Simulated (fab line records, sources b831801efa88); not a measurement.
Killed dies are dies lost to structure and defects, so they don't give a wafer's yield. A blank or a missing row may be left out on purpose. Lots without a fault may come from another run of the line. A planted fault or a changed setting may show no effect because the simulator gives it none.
Which tool did it? | flow sky130 | 6 lots, 18 wafers sampled, at 4 steps of a route of 708

WHAT THE GAUGES READ, wafer by wafer
SKY_NWELL_OVL_MEAS_10.
lot  | measured    | on         | NWELL_00_OVL (nm)
L181 | day 5 07:27 | overlay-02 | -0.9 0.5 0.0
L185 | day 5 17:57 | overlay-01 | 0.3 0.1 0.3
L187 | day 6 06:00 | overlay-01 | -113.7 -113.8 -115.6
L189 | day 6 17:09 | overlay-02 | -112.2 -111.8 -112.2
L196 | day 9 00:02 | overlay-02 | -2.3 -1.2 -2.6
L199 | day 9 07:47 | overlay-02 | 1.0 1.9 1.0

WHICH TOOL RAN EACH LOT (tool, then ch and the chambers of the sampled wafers, then the start)
lot  | SKY_FIELD_ISO_ETCH_17           | SKY_DNWELL_STRIP_08                 | SKY_NWELL_EXPOSE_07
L181 | rie_si-01 ch 0,1,2, day 2 14:49 | plasma_asher-02 ch 0,1, day 3 19:37 | iline_stepper-01 ch 0, day 4 22:24
L185 | rie_si-01 ch 0,1,2, day 3 05:10 | plasma_asher-02 ch 0,1, day 4 05:50 | iline_stepper-01 ch 0, day 5 08:46
L187 | rie_si-01 ch 0,1,3, day 3 18:31 | plasma_asher-02 ch 0,1, day 4 17:26 | iline_stepper-01 ch 0, day 5 21:11
L189 | rie_si-01 ch 1,3, day 4 03:43   | plasma_asher-02 ch 0,1, day 5 05:04 | iline_stepper-01 ch 0, day 6 09:07
L196 | rie_si-02 ch 1,2, day 5 16:31   | plasma_asher-02 ch 0,1, day 7 07:23 | iline_stepper-02 ch 0, day 8 13:35
L199 | rie_si-01 ch 0,1, day 6 08:49   | plasma_asher-02 ch 0,1, day 7 14:08 | iline_stepper-02 ch 0, day 8 21:13
- SKY_FIELD_ISO_ETCH_17: etches Si in HBr/Cl2/O2, target depth 342 nm, time 97.7 s.
- SKY_DNWELL_STRIP_08: strips in O2/N2.
- SKY_NWELL_EXPOSE_07: exposes mask NWM, target cd 840 nm.

THE ANSWER, worked out from the rows above alone
Rule: what is usual is taken from the lots themselves. Put in order of their means at a reading, lots are off if they are a third of the lots or fewer, leave a main group of 4 or more, and stand apart from it by a gap of 3 or more times the standard deviation of the main group's means; of several such gaps the widest counts. A main group whose means are all the same, to the digits that the tables above print for the reading, isn't used. A lot without any number at a reading at which 4 lots or more have one is off too. The other lots that the step has rows for count as sound.
Off: L187, L189, at SKY_NWELL_OVL_MEAS_10 (NWELL_00_OVL). The main group: mean -0.2 nm, standard deviation 1.2.
A tool fits if, at a process step before that reading, it ran every lot that is off, and no sound lot after the first of them. The gauges at SKY_NWELL_OVL_MEAS_10 are tried like those tools. One fits: iline_stepper-01 at SKY_NWELL_EXPOSE_07. Its last sound lot is L185 (day 5 08:46), its first lot that is off L187 (day 5 21:11): a fault that began between those two fits.

WHAT THE SIMULATOR HAD PUT IN
Scanner matching overlay: iline_stepper-01, from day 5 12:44 on, at SKY_NWELL_EXPOSE_07. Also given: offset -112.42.
Lots struck among those shown: L187, L189. The rule above found the same.
